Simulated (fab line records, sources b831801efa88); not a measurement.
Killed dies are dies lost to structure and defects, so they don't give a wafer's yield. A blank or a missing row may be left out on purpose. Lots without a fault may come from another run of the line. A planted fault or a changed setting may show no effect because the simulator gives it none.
Chamber matching | flow gf180mcu | GF_POLY_GATE_ETCH_13 on rie_si-01: 4 sister chambers
The step etches poly-Si in HBr/Cl2, stops on SiO2, target depth 198.5 nm, time 69.6 s. 14 wafers are shown with their chamber, then 7 later ones without.

WAFERS WITH THEIR CHAMBER
wafer  | chamber | throttle_valve_pct (%) | oes_product_au (a.u.)
L998.2 | 2       | 33.673                 | 0.997
L998.3 | 0       | 33.679                 | 0.989
L998.5 | 3       | 33.695                 | 0.988
L100.3 | 3       | 33.688                 | 0.992
L100.4 | 2       | 33.675                 | 1.004
L100.6 | 3       | 33.681                 | 0.999
L104.1 | 2       | 33.683                 | 0.996
L104.3 | 1       | 33.689                 | 0.984
L104.5 | 2       | 33.689                 | 0.977
L105.2 | 1       | 33.696                 | 0.999
L105.3 | 3       | 33.680                 | 0.990
L105.5 | 3       | 33.679                 | 0.987
L106.4 | 1       | 33.676                 | 0.982
L106.5 | 1       | 33.687                 | 0.990

SIGNATURES (means of the wafers above)
reading            | chamber 0 | chamber 1 | chamber 2 | chamber 3 | scatter within a chamber
throttle_valve_pct | 33.67900  | 33.68700  | 33.68000  | 33.68460  | 0.00745
oes_product_au     | 0.98900   | 0.98875   | 0.99350   | 0.99120   | 0.00816
Rule: a wafer's distance from a chamber is the root of the sum, over the readings, of the square of ((its reading less the chamber's mean) divided by the reading's scatter). The wafer belongs to the nearest chamber; if the next one is less than 2 further off, it can't be placed. The scatter: the root of (the sum of the squares of (reading less its chamber's mean) over the shown wafers, divided by (wafers less chambers)).

WAFERS WITHOUT THEIR CHAMBER
wafer  | throttle_valve_pct (%) | oes_product_au (a.u.)
L106.6 | 33.683                 | 0.988
L116.1 | 33.692                 | 0.993
L116.2 | 33.678                 | 0.987
L116.6 | 33.697                 | 0.986
L118.1 | 33.676                 | 0.988
L118.2 | 33.684                 | 0.999
L118.6 | 33.677                 | 0.989

WHICH CHAMBER EACH WENT THROUGH
wafer  | from the rows above               | in truth
L106.6 | can't be placed: 3 or 1 or 0 or 2 | 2
L116.1 | can't be placed: 1 or 3 or 2 or 0 | 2
L116.2 | can't be placed: 0 or 2 or 3 or 1 | 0
L116.6 | can't be placed: 1 or 3 or 0 or 2 | 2
L118.1 | can't be placed: 0 or 2 or 3 or 1 | 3
L118.2 | can't be placed: 2 or 3 or 1 or 0 | 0
L118.6 | can't be placed: 0 or 2 or 3 or 1 | 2
Placed correctly: 0 of 7. Can't be placed from these rows: 7 (the true chamber is among the candidates in 7). Placed wrongly: 0.
